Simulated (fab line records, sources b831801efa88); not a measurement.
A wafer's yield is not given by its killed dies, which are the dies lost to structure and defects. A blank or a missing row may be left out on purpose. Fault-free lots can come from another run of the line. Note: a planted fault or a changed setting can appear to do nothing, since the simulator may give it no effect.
Comparing a struck lot with a sound one    flow gf180mcu    31 out of 602 route steps
Sound: the wafers L775.2, L775.3, L775.4. Struck: wafer L777.6. (L777.1, L777.4 of the same lot were not struck and are left out.) The cause comes at the end.
Order at every step that has rows: each side's tool, ch and its chambers, its first start. Under that, the readings that differ: sound wafers    struck wafers    difference of the means    sigmas: that difference in standard deviations of wafers without a fault.
alike: a reading whose means differ by less than 2 such deviations, as well as words and numbers matching on both sides. not compared: withheld readings; readings where some wafer has no value; bounds like >300 that might hide an equal value; numbers whose values overlap and for which the record gives no deviation.
A row with sigmas, a row that says differs or no value, or rows on one side alone: a step with any of these is where the two part. Non-overlapping numbers with no deviation appear without sigmas and do not part them. A reading that every wafer of one side lacks parts them only if that side has two wafers or more.

first, 9 steps without rows for these wafers: GF_M1_SOFTBAKE_10 (time 60 s); GF_M1_EXPOSE_11 (exposes mask Metal1, target cd 230 nm); GF_M1_PEB_12 (peb time 90 s); GF_M1_DEVELOP_13 (develop time 60 s); GF_M1_METAL_ETCH_16 (etches the open film in Cl2/BCl3, stops on SiO2, target depth 627.5 nm, time 104.6 s); GF_M1_STRIP_17 (strips in O2/N2); GF_M1_STRIP_18 (strips in post etch residue remover, time 1200 s); GF_M1_CLEAN_19 (cleans in DIW); GF_V1_CVD_00 (deposits SiO2, target thk 600 nm, time 100 s).
GF_V1_CVD_02: deposits SiO2 from TEOS, target thk 850 nm, time 94.851 s.
  sound on pecvd-01 ch 1,2, day 22 21:23; struck on pecvd-02 ch 0, day 23 13:02
reading                              sound              struck  difference  sigmas
run length s (s)                     122.8 122.2 122.3  73.9    -48.5       -99 or more
model.SiO2_of_V1_CVD_02.thk nm (nm)  843.6 833.5 853.1  413.8   -429.6      
  alike: heater power w
GF_V1_THK_MEAS_03:
  sound on film metro-04 at day 22 21:28; struck on film metro-04 at day 23 13:06
reading             sound        struck  difference  sigmas
V1_CVD_02_THK (nm)  844 833 853  413     -430        -44
GF_V1_CMP_04: polishes SiO2.
  sound on cmp-01 ch 0,1,2, day 22 21:31; struck on cmp-01 ch 2, day 23 13:13
reading                 sound     struck  difference  sigmas
time to endpoint s (s)  80 72 80  23      -54         -9
  alike: head pressure psi, motor current A, slurry flow ml min
then, 9 steps without rows for these wafers: GF_V1_DEHYDRATE_06 (time 60 s); GF_V1_HMDS_07 (prime time 60 s); GF_V1_COAT_08; GF_V1_COAT_09 (resist thk 1000 nm); GF_V1_SOFTBAKE_10 (time 60 s); GF_V1_EXPOSE_11 (exposes mask Via1, target cd 260 nm); GF_V1_PEB_12 (peb time 90 s); GF_V1_DEVELOP_13 (develop time 60 s); GF_V1_ETCH_16 (etches BARC in N2/H2).
GF_V1_ETCH_17: etches SiO2 in C4F8/O2/Ar, stops on TiN, target depth 630 nm.
  sound on rie diel-04 ch 1,2,3; struck on rie diel-01 ch 3
reading                         sound              struck  difference  sigmas
oes product au (a.u.)           0.858 0.847 0.845  0.684   -0.166      -37
model.etch.depth nm (nm)        631.1 632.9 630.9  413.8   -217.8      
model.V1.feature depth nm (nm)  631.1 632.9 630.9  413.8   -217.8      
then, 6 steps without rows for these wafers: GF_V1_STRIP_18 (strips in O2/N2); GF_V1_STRIP_19 (strips in post etch residue remover, time 1200 s); GF_V1_CLEAN_20 (cleans in DIW); GF_V1_SPUTTER_21 (material Ti, target thk 15 nm, time 80.02 s); GF_V1_SPUTTER_22 (material TiN, target thk 10 nm, time 40 s); GF_V1_CVD_23 (deposits W, target thk 350 nm, time 105.05 s).
GF_V1_CMP_26: polishes, stops on SiO2, t overpolish 15 s, target thk 0 nm.
  sound on cmp-01 ch 0,1,2, day 23 20:42; struck on cmp-02 ch 1, day 24 13:09
reading                              sound                 struck  difference  sigmas
overpolish run s (s)                 15.010 14.998 15.013  14.987  -0.020      -2
model.SiO2_of_V1_CVD_02.thk nm (nm)  627.3 629.2 627.1     410     -218        
  alike: head pressure psi, motor current A, slurry flow ml min, time to endpoint s
then, 1 step without rows for these wafers: GF_M2_SPUTTER_00 (material Ti, target thk 37.5 nm, time 150 s).
-- the record jumps here: 9 days lie between the struck wafers' starts before and after (it left off in module M2 and takes up again in module PASSIVATION, whose first step shown is number 602 of the route) --
GF_PASSIVATION_PROBE_99:
  sound on prober-02 at day 33 10:39; struck on prober-02 at day 33 19:17
reading                                sound                 struck     difference  sigmas
model.etest.tester.sort n pass         438 445 454           285        -161        
model.etest.tester.sort yield pct (%)  89.02 90.45 92.28     57.93      -32.65      
model.etest.tester.sort_bin_3_pct (%)  0.4065 0.813 0.6098   33.74      +33.13      
model.etest.met2 comb.leak log10 a um  -11.98 -12.09 -12.06  -7.17      +4.87       
model.etest.via1 chain.rc ohm          6.235 6.435 6.35      5.749      -0.591      
model.etest.tester.sort_bin_8_pct (%)  0 0 0                 7.054e-09  +7.054e-09  

== WHERE THEY PART ==
Earliest at GF_V1_CVD_02; latest, in this record, at GF_V1_CMP_26.

WHY: what had been put in by the simulator
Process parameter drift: pecvd-02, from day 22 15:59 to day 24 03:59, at GF_V1_CVD_02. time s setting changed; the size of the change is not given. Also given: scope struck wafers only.
